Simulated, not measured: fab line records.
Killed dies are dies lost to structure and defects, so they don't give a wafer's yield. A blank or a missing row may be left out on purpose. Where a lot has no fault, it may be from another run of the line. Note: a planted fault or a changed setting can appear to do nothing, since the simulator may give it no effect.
fab line records    flow sky130
record lots=6  wafers=18  last_day=48
route steps=708 shown CAPM@546 METAL3@555 PAD_OPEN@708
lots with no fault: from the same line, run without faults
start_h: hours from the record's opening day to when the first of the lot's shown wafers began    wait_h: how many hours have passed since the lot's step before this one    " as in the row above    L1.1+2: a single row standing in for several wafers    - value missing, or start not given    * or withheld: withheld    < > ~ a bound
route shown NAME@n: NAME is a module with steps in the file, n the number in the route of the first one    usual: mean/standard deviation taken from wafers without a fault    same: alike in all rows    chamber/n: place in a boat    sites: per-site readings    _std_site: the standard deviation of these    _edge_site: inner sites' mean taken away from outer sites' mean    radius_mm: how far each site lies from the wafer's centre    mask NAME#n: copy n    behind: the most recent tool/chamber to have shaped the wafer    hold: reason for holding the lot/hours on hold/outcome of the hold    device: the n, p or np transistor that did not switch    end of line: tests run on the same wafers once the route is complete    step lacking rows: just its recipe    killed: count of dies lost to structure and defects at first sort (not the wafer's yield)    map: shows each die of a wafer: x if killed, . if not, _ if none is there
set.NAME: the run value of the setting; set.NAME@STEP: its run value at that earlier step    model.NAME: the simulator's own value behind a step, which no gauge read
a table for each step, a row for each wafer; lots at some steps of the route
services: from which hour (start_h, from the record's first day; less than 0 if before it) a tool's chamber was out of use, for how many hours, and why
## steps
# step SKY_CAPM_EXPOSE_09
# recipe mask_id=CAPM  na=0.6  source_shape=conventional  sigma_outer=0.6  polarization=unpolarized  target_cd_nm=1000  dose_mj=159
# step SKY_CAPM_PEB_10
# recipe temp_c=withheld  time_s=*  resist=NOVOLAK
# step SKY_CAPM_DEVELOP_11
# recipe resist=NOVOLAK  developer=TMAH  develop_time_s=60  dev_temp_c=23
# step SKY_CAPM_OVL_MEAS_12
# usual CAPM_OVL=1.0/1.7
lot.wafer  tool        chamber  start_h  wait_h  CAPM_OVL[nm]
L785.1     overlay-02  -        907.04   0.1     -1.0
L785.3     "           -        "        "       -0.5
L785.6     "           -        "        "       0.1
L790.1     overlay-02  -        940.13   0.1     0.7
L790.4     "           -        "        "       -0.9
L790.5     "           -        "        "       -1.0
L791.1     overlay-01  -        942.91   0.1     0.2
L791.4     "           -        "        "       2.1
L791.5     "           -        "        "       -0.8
L793.1     overlay-02  -        951.09   0.1     -1.4
L793.5     "           -        "        "       0.9
L793.6     "           -        "        "       0.0
L795.3     overlay-02  -        966.68   0.1     1.0
L795.5     "           -        "        "       -0.4
L795.6     "           -        "        "       1.5
L796.1     overlay-02  -        969.73   0.1     1.7
L796.2     "           -        "        "       -0.2
L796.4     "           -        "        "       2.5
# step SKY_CAPM_METAL_ETCH_13
# recipe target_depth_nm=220  stop_on=SiO2  chemistry=Cl2/BCl3  target=TiN  pressure_mtorr=10  icp_w=900  bias_w=48.5  Cl2_flow_sccm=60  bcl3_flow_sccm=30  time_s=62.9
# usual chamber_pressure_mTorr=10.001/0.0088  drypump_motor_current_A=5.70/0.23  oes_product_au=0.967/0.0077  throttle_valve_pct=21.885/0.01
lot.wafer  tool          chamber  start_h  wait_h  chamber_pressure_mTorr  drypump_motor_current_A  oes_product_au  rf_hours_counter_h  throttle_valve_pct
L785.1     rie_metal-04  0        907.08   0.0     9.998                   5.69                     0.962           2                   21.900
L785.3     "             0        "        "       10.007                  5.69                     0.969           -                   21.891
L785.6     "             1        "        "       10.005                  5.69                     0.969           -                   21.890
L790.1     rie_metal-02  1        940.17   0.0     9.998                   5.55                     0.965           0                   21.890
L790.4     "             0        "        "       10.008                  6.30                     0.982           -                   21.871
L790.5     "             1        "        "       10.017                  5.57                     0.966           -                   21.893
L791.1     rie_metal-03  0        942.95   0.0     9.988                   5.70                     0.978           9                   21.887
L791.4     "             1        "        "       10.002                  5.49                     0.973           -                   21.892
L791.5     "             1        "        "       9.995                   5.47                     0.973           -                   21.887
L793.1     rie_metal-04  0        951.13   0.0     10.002                  5.70                     0.965           5                   21.878
L793.5     "             1        "        "       9.998                   5.68                     0.973           -                   21.891
L793.6     "             0        "        "       10.010                  5.68                     0.976           -                   21.880
L795.3     rie_metal-02  1        966.73   0.0     10.000                  5.55                     0.971           -                   21.887
L795.5     "             1        "        "       9.994                   5.57                     0.957           -                   21.883
L795.6     "             0        "        "       10.008                  6.31                     0.977           -                   21.876
L796.1     rie_metal-02  1        969.77   0.0     9.995                   5.58                     0.969           2                   21.875
L796.2     "             0        "        "       10.000                  6.32                     0.970           8                   21.884
L796.4     "             0        "        "       10.001                  6.32                     0.970           -                   21.889
# step SKY_CAPM_STRIP_14
# recipe chemistry=O2/N2  power_w=1400  pressure_mtorr=1500  platen_temp_c=withheld  o2_flow_sccm=3000  n2_flow_sccm=300  overash_fraction=0.5
# usual chamber_pressure_mTorr=1500.0/1.3  drypump_motor_current_A=5.8/0.35  oes_product_au=0.711/0.0045  strip_time_to_endpoint_s=12.68/0.048
lot.wafer  tool             chamber  start_h  wait_h  chamber_pressure_mTorr  drypump_motor_current_A  oes_product_au  rf_hours_counter_h  strip_time_to_endpoint_s
L785.1     plasma_asher-01  1        907.16   0.1     1499.7                  5.7                      0.713           17                  12.65
L785.3     "                1        "        "       1500.9                  5.7                      0.714           -                   12.66
L785.6     "                1        "        "       1497.8                  5.7                      0.700           -                   12.69
L790.1     plasma_asher-01  1        940.25   0.1     1499.6                  5.7                      0.712           21                  12.75
L790.4     "                0        "        "       1498.9                  5.2                      0.715           -                   12.69
L790.5     "                1        "        "       1499.0                  5.7                      0.716           -                   12.69
L791.1     plasma_asher-01  1        943.03   0.1     1502.2                  5.7                      0.718           21                  12.75
L791.4     "                1        "        "       1501.6                  5.7                      0.716           -                   12.72
L791.5     "                1        "        "       1500.3                  5.7                      0.712           -                   12.76
L793.1     plasma_asher-04  0        951.21   0.1     1501.1                  5.9                      0.708           86                  12.67
L793.5     "                0        "        "       1498.7                  5.9                      0.703           -                   12.65
L793.6     "                1        "        "       1499.2                  6.3                      0.705           -                   12.64
L795.3     plasma_asher-01  1        966.81   0.1     1501.6                  5.7                      0.710           -                   12.62
L795.5     "                0        "        "       1503.1                  5.2                      0.711           -                   12.62
L795.6     "                1        "        "       1498.2                  5.7                      0.705           -                   12.62
L796.1     plasma_asher-03  1        969.85   0.1     1498.5                  5.7                      0.714           53                  12.66
L796.2     "                0        "        "       1500.8                  5.6                      0.713           53                  12.64
L796.4     "                0        "        "       1501.1                  5.6                      0.708           -                   12.64
# step SKY_CAPM_STRIP_15
# recipe chemistry=post_etch_residue_remover  time_s=1200  temp_c=72.5
# step SKY_CAPM_CLEAN_16
# recipe chemistry=IPA  time_s=180  temp_c=25
# step SKY_CAPM_CLEAN_17
# recipe chemistry=O3/DIW  dry=n2_spin
# step SKY_METAL3_DEHYDRATE_05
# recipe temp_c=200  time_s=60
# step SKY_METAL3_HMDS_06
# recipe prime_time_s=60  prime_temp_c=120
# step SKY_METAL3_COAT_07
# recipe resist=BARC  temp_c=withheld  time_s=withheld  spin_rpm=3000  resist_thk_nm=60
# step SKY_METAL3_COAT_08
# recipe resist=KrF-thick  spin_rpm=3000  resist_thk_nm=1140
# usual chill_plate_temp_C=23.01/0.11  spin_speed_rpm=3000.0/2.6
lot.wafer  tool            chamber  start_h  wait_h  chill_plate_temp_C  spin_speed_rpm  model.KrF-thick_of_METAL3_COAT_08.thk_nm
L785.1     litho_track-01  0        919      -       23.22               3002.1          1139
L785.3     "               0        "        "       23.11               3004.9          1140
L785.6     "               0        "        "       23.10               3005.5          1142
L790.1     litho_track-01  0        952      -       23.14               2998.6          1137
L790.4     "               0        "        "       23.05               3001.6          1141
L790.5     "               0        "        "       23.22               3001.7          1138
L791.1     litho_track-04  0        957      -       23.04               2998.1          1144
L791.4     "               0        "        "       23.01               3002.9          1148
L791.5     "               0        "        "       22.98               3002.4          1147
L793.1     litho_track-01  0        964      -       23.14               2994.7          1225
L793.5     "               0        "        "       23.15               3003.3          1224
L793.6     "               0        "        "       23.04               3001.2          1227
L795.3     litho_track-01  0        978      -       23.01               2997.2          1224
L795.5     "               0        "        "       23.05               2998.8          1226
L795.6     "               0        "        "       23.05               3000.8          1229
L796.1     litho_track-04  0        983      -       23.02               3002.4          1140
L796.2     "               0        "        "       23.21               2995.8          1144
L796.4     "               0        "        "       23.01               2997.7          1146
# step SKY_METAL3_SOFTBAKE_09
# recipe temp_c=100  time_s=90  resist=KrF-thick
# step SKY_METAL3_EXPOSE_10
# recipe mask_id=MM3  na=0.68  source_shape=annular  sigma_inner=0.4  sigma_outer=0.8  target_cd_nm=300  dose_mj=28.32
# step SKY_METAL3_PEB_11
# recipe peb_temp_c=withheld  peb_time_s=withheld  resist=KrF-thick
# step SKY_METAL3_DEVELOP_12
# recipe develop_time_s=60  resist=KrF-thick  dev_temp_c=21
# step SKY_METAL3_CD_MEAS_13
# recipe target_cd_nm=300
# usual cd_nm=300.2/1.5
lot.wafer  tool       chamber  start_h  wait_h  cd_nm
L785.1     cd_sem-02  -        932.60   -       297.7
L785.3     "          -        "        "       299.2
L785.6     "          -        "        "       298.7
L790.1     cd_sem-01  -        965.45   -       301.2
L790.4     "          -        "        "       301.7
L790.5     "          -        "        "       300.7
L791.1     cd_sem-02  -        968.50   -       301.8
L791.4     "          -        "        "       301.5
L791.5     "          -        "        "       301.0
L793.1     cd_sem-01  -        976.09   -       303.4
L793.5     "          -        "        "       301.5
L793.6     "          -        "        "       302.4
L795.3     cd_sem-01  -        990.92   -       300.9
L795.5     "          -        "        "       300.5
L795.6     "          -        "        "       302.2
L796.1     cd_sem-02  -        993.93   -       297.4
L796.2     "          -        "        "       298.8
L796.4     "          -        "        "       299.5
# step SKY_METAL3_OVL_MEAS_14
# usual METAL3_OVL=-3/4.4
lot.wafer  tool        chamber  start_h  wait_h  METAL3_OVL[nm]
L785.1     overlay-01  -        932.72   0.1     0
L785.3     "           -        "        "       2
L785.6     "           -        "        "       -10
L790.1     overlay-02  -        965.57   0.1     -9
L790.4     "           -        "        "       -3
L790.5     "           -        "        "       4
L791.1     overlay-01  -        968.62   0.1     0
L791.4     "           -        "        "       -2
L791.5     "           -        "        "       5
L793.1     overlay-01  -        976.21   0.1     -9
L793.5     "           -        "        "       -8
L793.6     "           -        "        "       -1
L795.3     overlay-02  -        991.02   0.1     -6
L795.5     "           -        "        "       -2
L795.6     "           -        "        "       4
L796.1     overlay-02  -        994.05   0.1     -5
L796.2     "           -        "        "       -6
L796.4     "           -        "        "       -1
# step SKY_METAL3_DESCUM_15
# recipe chemistry=O2  source_power_w=150  bias_power_w=0  pressure_mtorr=10  temp_c=40  time_s=8
# usual chamber_pressure_mTorr=10.000/0.0091  drypump_motor_current_A=5.64/0.17  oes_product_au=0.992/0.012
lot.wafer  tool          chamber  start_h  wait_h  chamber_pressure_mTorr  drypump_motor_current_A  oes_product_au  rf_hours_counter_h  model.METAL3.cd_nm
L785.1     rie_metal-03  1        932.76   0.0     9.999                   5.47                     0.979           6                   297.6
L785.3     "             0        "        "       9.987                   5.72                     0.979           -                   298.9
L785.6     "             1        "        "       9.993                   5.48                     0.985           -                   298.6
L790.1     rie_metal-03  1        965.61   0.0     10.010                  5.49                     0.986           7                   301.8
L790.4     "             0        "        "       9.999                   5.68                     0.984           -                   301.6
L790.5     "             0        "        "       10.008                  5.69                     0.979           -                   300.5
L791.1     rie_metal-03  1        968.66   0.0     9.994                   5.47                     0.989           8                   302.2
L791.4     "             0        "        "       9.999                   5.70                     0.991           -                   301
L791.5     "             0        "        "       9.991                   5.71                     0.988           -                   300.2
L793.1     rie_metal-04  0        976.25   0.0     10.000                  5.67                     1.005           6                   303.3
L793.5     "             1        "        "       9.998                   5.70                     0.969           -                   301.2
L793.6     "             0        "        "       10.004                  5.68                     1.011           -                   302.4
L795.3     rie_metal-03  1        991.06   0.0     9.994                   5.47                     0.985           -                   300.8
L795.5     "             1        "        "       9.998                   5.50                     0.995           -                   300.4
L795.6     "             1        "        "       10.004                  5.47                     0.985           -                   302
L796.1     rie_metal-04  0        994.09   0.0     9.981                   5.69                     1.007           7                   297.3
L796.2     "             1        "        "       10.007                  5.75                     0.975           14                  298.7
L796.4     "             0        "        "       9.984                   5.68                     1.002           -                   299.5
# step SKY_METAL3_ETCH_16
# recipe chemistry=N2/H2  target=BARC  ion_energy_ev=200  bias_w=100  pressure_mtorr=30  n2_flow_sccm=100  h2_flow_sccm=200  icp_w=500  stop_on=SiO2  time_s=88.2  target_depth_a=600
# usual chamber_pressure_mTorr=29.999/0.026  drypump_motor_current_A=5.65/0.16  oes_product_au=0.626/0.0053  throttle_valve_pct=13.206/0.0089
lot.wafer  tool          chamber  start_h  wait_h  chamber_pressure_mTorr  drypump_motor_current_A  oes_product_au  rf_hours_counter_h  throttle_valve_pct
L785.1     rie_metal-03  1        932.79   0.0     30.021                  5.50                     0.617           6                   13.192
L785.3     "             0        "        "       29.951                  5.70                     0.627           -                   13.197
L785.6     "             1        "        "       30.017                  5.49                     0.623           -                   13.206
L790.1     rie_metal-03  1        965.64   0.0     30.004                  5.49                     0.633           7                   13.212
L790.4     "             0        "        "       29.979                  5.71                     0.623           -                   13.207
L790.5     "             0        "        "       29.990                  5.70                     0.617           -                   13.213
L791.1     rie_metal-03  1        968.69   0.0     29.979                  5.48                     0.620           8                   13.203
L791.4     "             0        "        "       30.018                  5.74                     0.619           -                   13.203
L791.5     "             0        "        "       29.955                  5.71                     0.620           -                   13.209
L793.1     rie_metal-04  0        976.28   0.0     29.992                  5.68                     0.621           6                   13.202
L793.5     "             1        "        "       29.996                  5.70                     0.624           -                   13.214
L793.6     "             0        "        "       29.930                  5.68                     0.633           -                   13.227
L795.3     rie_metal-03  1        991.17   0.1     30.034                  5.50                     0.622           -                   13.215
L795.5     "             1        "        "       30.021                  5.51                     0.625           -                   13.202
L795.6     "             1        "        "       29.985                  5.49                     0.621           -                   13.217
L796.1     rie_metal-04  0        994.12   0.0     30.003                  5.69                     0.623           7                   13.210
L796.2     "             1        "        "       30.018                  5.71                     0.629           14                  13.200
L796.4     "             0        "        "       30.007                  5.69                     0.630           -                   13.199
# step SKY_METAL3_ETCH_17
# recipe target=SiO2  stop_on=TiN  chemistry=C4F8/O2/Ar  source_w=1500  bias_w=1200  pressure_mtorr=40  c4f8_flow_sccm=withheld  O2_flow_sccm=6  Ar_flow_sccm=300  time_s=3.9  target_depth_a=150
# usual chamber_pressure_mTorr=40.00/0.035  oes_product_au=0.753/0.0065
lot.wafer  tool         chamber  start_h  wait_h  chamber_pressure_mTorr  oes_product_au  rf_hours_counter_h
L785.1     rie_diel-02  1        932.89   0.1     40.05                   0.752           7
L785.3     "            3        "        "       39.97                   0.747           4
L785.6     "            1        "        "       39.94                   0.761           -
L790.1     rie_diel-04  2        965.74   0.1     39.98                   0.745           26
L790.4     "            0        "        "       39.97                   0.755           11
L790.5     "            3        "        "       39.97                   0.746           -
L791.1     rie_diel-04  1        968.79   0.1     40.06                   0.746           13
L791.4     "            1        "        "       40.00                   0.751           -
L791.5     "            0        "        "       40.04                   0.753           -
L793.1     rie_diel-04  3        976.38   0.1     39.95                   0.756           17
L793.5     "            1        "        "       39.99                   0.756           -
L793.6     "            3        "        "       40.00                   0.760           -
L795.3     rie_diel-02  3        991.30   0.1     40.00                   0.765           5
L795.5     "            3        "        "       40.02                   0.766           -
L795.6     "            0        "        "       40.04                   0.765           -
L796.1     rie_diel-04  3        994.22   0.1     40.01                   0.751           18
L796.2     "            0        "        "       40.01                   0.745           11
L796.4     "            0        "        "       39.97                   0.756           -
# step SKY_METAL3_METAL_ETCH_18
# recipe target_depth_a=8450  stop_on=SiO2  over_etch_frac=0.3  time_s=183.1  chemistry=Cl2/BCl3  resist_sidewall_deg=88  pressure_mtorr=10  icp_w=900  bias_w=48.5  Cl2_flow_sccm=60  bcl3_flow_sccm=30
# usual chamber_pressure_mTorr=10.000/0.0083  drypump_motor_current_A=5.69/0.19  oes_product_au=0.867/0.0062  throttle_valve_pct=22.263/0.0088
lot.wafer  tool          chamber  start_h  wait_h  chamber_pressure_mTorr  drypump_motor_current_A  oes_product_au  rf_hours_counter_h  throttle_valve_pct  model.KrF-thick_of_METAL3_COAT_08.thk_nm
L785.1     rie_metal-01  0        932.91   0.0     9.989                   5.47                     0.862           2                   22.260              516
L785.3     "             0        "        "       10.006                  5.48                     0.868           -                   22.264              518.4
L785.6     "             1        "        "       9.990                   6.04                     0.854           -                   22.244              548.4
L790.1     rie_metal-04  1        965.76   0.0     10.004                  5.73                     0.874           12                  22.267              544.9
L790.4     "             1        "        "       10.005                  5.72                     0.870           -                   22.263              547.8
L790.5     "             0        "        "       10.001                  5.69                     0.870           -                   22.269              530.5
L791.1     rie_metal-01  1        968.81   0.0     9.998                   6.04                     0.868           15                  22.267              542.5
L791.4     "             0        "        "       10.012                  5.49                     0.870           -                   22.258              526.5
L791.5     "             0        "        "       9.982                   5.48                     0.857           -                   22.282              529.7
L793.1     rie_metal-01  1        976.40   0.0     10.008                  6.01                     0.862           15                  22.262              618.1
L793.5     "             1        "        "       9.997                   6.02                     0.869           -                   22.263              620.9
L793.6     "             0        "        "       9.999                   5.47                     0.864           -                   22.265              598.1
L795.3     rie_metal-04  1        991.38   0.1     9.994                   5.77                     0.858           -                   22.274              631.2
L795.5     "             0        "        "       9.991                   5.68                     0.870           -                   22.268              610
L795.6     "             1        "        "       9.997                   5.75                     0.861           -                   22.268              635.9
L796.1     rie_metal-01  0        994.24   0.0     9.996                   5.46                     0.864           6                   22.254              510.7
L796.2     "             1        "        "       10.005                  6.02                     0.870           16                  22.264              542.1
L796.4     "             1        "        "       9.994                   6.02                     0.866           -                   22.256              543.7
# step SKY_METAL3_STRIP_19
# recipe chemistry=O2/N2  power_w=1400  pressure_mtorr=1500  platen_temp_c=withheld  o2_flow_sccm=3000  n2_flow_sccm=300  overash_fraction=0.5
# usual chamber_pressure_mTorr=1499.9/1.5  drypump_motor_current_A=5.53/0.21  oes_product_au=0.505/0.0065  strip_time_to_endpoint_s=6.59/0.11
lot.wafer  tool             chamber  start_h  wait_h  chamber_pressure_mTorr  drypump_motor_current_A  oes_product_au  rf_hours_counter_h  strip_time_to_endpoint_s
L785.1     plasma_asher-01  1        933.08   0.1     1500.7                  5.72                     0.497           19                  6.42
L785.3     "                1        "        "       1499.5                  5.70                     0.503           -                   6.44
L785.6     "                0        "        "       1499.9                  5.24                     0.517           -                   6.75
L790.1     plasma_asher-03  0        965.93   0.1     1500.2                  5.58                     0.507           53                  6.73
L790.4     "                1        "        "       1500.0                  5.64                     0.516           -                   6.75
L790.5     "                0        "        "       1501.0                  5.56                     0.500           -                   6.57
L791.1     plasma_asher-03  0        968.98   0.1     1496.8                  5.59                     0.520           53                  6.70
L791.4     "                1        "        "       1498.2                  5.65                     0.507           -                   6.54
L791.5     "                1        "        "       1500.4                  5.65                     0.499           -                   6.57
L793.1     plasma_asher-03  0        976.58   0.1     1499.3                  5.62                     0.546           54                  7.43
L793.5     "                0        "        "       1498.5                  5.57                     0.535           -                   7.47
L793.6     "                1        "        "       1500.4                  5.65                     0.533           -                   7.22
L795.3     plasma_asher-02  1        991.53   0.1     1497.8                  5.06                     0.544           -                   7.58
L795.5     "                1        "        "       1500.2                  5.06                     0.537           -                   7.37
L795.6     "                0        "        "       1499.6                  5.69                     0.539           -                   7.62
L796.1     plasma_asher-01  1        994.42   0.1     1499.9                  5.71                     0.493           27                  6.38
L796.2     "                0        "        "       1499.5                  5.24                     0.511           27                  6.68
L796.4     "                1        "        "       1498.2                  5.69                     0.499           -                   6.71
# step SKY_METAL3_STRIP_20
# recipe chemistry=post_etch_residue_remover  time_s=1200  temp_c=72.5
# step SKY_PAD_OPEN_PROBE_99
# usual defect_limited_yield=82.1/1.9  killed_at_M0_to_M3=44/6.6  killed_at_M4_up=3.0/1.9  killed_at_contacts=24/5.1  killed_at_front_end=16/4.6  killed_at_other=0.3/0.59  killed_dies=88/9.5  killed_open=48/6.7  killed_short=40/6.1  sort_bin_3_pad_short=0.9/0.43  sort_bin_5_function=10.7/1.6  sort_bin_6_memory=6.3/1.1  sort_n_pass=404/9.5  sort_yield_pct=82.1/1.9
# same gross_dies=492  killed_at_back_side=0  sort_bin_4_leakage[%]=0  sort_bin_8_speed[%]=0
lot.wafer  tool       chamber  start_h  wait_h  defect_limited_yield[%]  killed_at_M0_to_M3  killed_at_M4_up  killed_at_contacts  killed_at_front_end  killed_at_other  killed_dies  killed_open  killed_short  sort_bin_3_pad_short[%]  sort_bin_5_function[%]  sort_bin_6_memory[%]  sort_n_pass  sort_yield_pct[%]
L795.3     prober-02  -        1153.35  0.2     79.5                     62                  0                19                  20                   0                101          52           48            0.8                      12.4                    7.3                   391          79.5
L795.5     prober-02  -        1153.45  0.2     81.5                     50                  1                22                  18                   0                91           48           43            0.4                      12.6                    5.5                   401          81.5
L795.6     prober-02  -        1153.50  0.2     82.7                     43                  2                21                  19                   0                85           41           44            1.4                      10.6                    5.3                   407          82.7
L796.1     prober-01  -        1155.15  0.1     81.9                     38                  10               26                  15                   0                89           40           47            1.2                      12.0                    4.9                   403          81.9
L796.2     prober-01  -        1155.20  0.1     80.5                     49                  3                29                  15                   0                96           55           41            1.0                      12.6                    5.9                   396          80.5
L796.4     prober-01  -        1155.30  0.2     81.7                     49                  3                24                  13                   1                90           39           48            0.6                      10.4                    7.3                   402          81.7
# killed by level:class
L795.3 VIA1:geometric_particle:open=16 VIA3:geometric_particle:open=9 VIA2:geometric_particle:open=8 METAL2:geometric_particle:short=6 LOCAL_INTERCONNECT:geometric_particle:short=6 METAL1:geometric_particle:short=6 METAL3:geometric_particle:short=6 CONTACT:geometric_particle:open=5
L795.5 VIA1:geometric_particle:open=9 METAL1:geometric_particle:short=8 LI_CONTACT:geometric_particle:open=7 CONTACT:geometric_particle:open=7 VIA3:geometric_particle:open=6 VIA2:geometric_particle:open=5 FIELD_ISO:geometric_particle:short=4 POLY_GATE:geometric_particle:short=4
L795.6 VIA1:geometric_particle:open=12 VIA2:geometric_particle:open=7 POLY_GATE:geometric_particle:short=6 LI_CONTACT:geometric_particle:short=5 VIA2:geometric_particle:short=5 VIA3:geometric_particle:short=5 LOCAL_INTERCONNECT:geometric_particle:short=4 VIA3:geometric_particle:open=4
L796.1 METAL1:geometric_particle:short=8 LI_CONTACT:geometric_particle:open=8 VIA1:geometric_particle:open=8 LOCAL_INTERCONNECT:geometric_particle:short=7 METAL4:geometric_particle:short=6 CONTACT:geometric_particle:open=6 METAL2:geometric_particle:short=6 FIELD_ISO:geometric_particle:short=5
L796.2 CONTACT:geometric_particle:open=10 VIA1:geometric_particle:open=10 VIA3:geometric_particle:open=9 LOCAL_INTERCONNECT:geometric_particle:short=7 METAL2:geometric_particle:short=7 VIA2:geometric_particle:open=7 LI_CONTACT:geometric_particle:open=6 VIA2:geometric_particle:short=5
L796.4 VIA1:geometric_particle:open=11 METAL1:geometric_particle:short=9 CONTACT:geometric_particle:open=8 VIA1:geometric_particle:short=8 METAL2:geometric_particle:short=6 LI_CONTACT:geometric_particle:open=5 LOCAL_INTERCONNECT:geometric_particle:short=4 CONTACT:geometric_particle:short=4
## services
tool             chamber  start_h  hours  kind
rie_metal-03     -        888.15   0.2    repair
rie_diel-02      -        901.98   0.7    repair
rie_metal-02     1        918.89   -      clean
rie_metal-02     1        918.89   18.0   scheduled_down
rie_metal-02     1        918.89   18.0   vent_cycle
plasma_asher-03  -        932.40   6.3    repair
plasma_asher-02  -        933.20   15.6   pm
rie_metal-03     1        939.38   2.1    repair
rie_diel-02      1        951.30   4.8    repair
rie_diel-02      2        955.61   1.7    repair
rie_diel-02      3        955.70   7.2    repair
plasma_asher-04  -        958.88   4.0    repair
rie_diel-04      2        967.33   -      clean
rie_diel-04      2        967.33   33.4   scheduled_down
rie_diel-04      2        967.33   33.4   vent_cycle
plasma_asher-02  -        968.65   14.6   pm
rie_diel-04      0        968.87   4.2    repair
plasma_asher-03  -        972.89   1.6    repair
plasma_asher-01  -        977.73   2.8    pm
rie_metal-03     -        980.08   2.8    pm
rie_diel-02      2        983.58   13.8   repair
rie_metal-03     0        985.53   15.9   repair
## key
first_sign step=SKY_METAL3_STRIP_19  reading=strip_time_to_endpoint_s  direction=up  sigmas=7.5  usual=*  struck=*
effect step=SKY_METAL3_STRIP_19  reading=oes_product_au  direction=up  sigmas=5.3  usual=0.505  struck=0.539
model_effect step=SKY_METAL3_COAT_08  value=KrF-thick_of_METAL3_COAT_08.thk_nm  without=1138  struck=1226
model_effect step=SKY_METAL3_DESCUM_15  value=METAL3.cd_nm  without=298.9  struck=301.7
model_effect step=SKY_METAL3_METAL_ETCH_18  value=KrF-thick_of_METAL3_COAT_08.thk_nm  without=531.1  struck=619
met_at SKY_METAL3_COAT_08
struck_wafers L793.1,L793.5,L793.6,L795.3,L795.5,L795.6
onset_between 952 964
fault kind=process_parameter_drift  tool=litho_track-01  chamber=-  onset_h=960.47  steps=SKY_METAL3_COAT_08  channel=resist_thk_nm  offset=88.034  shape=step  end_h=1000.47  acts_in=these_recipes_only  stated=1140
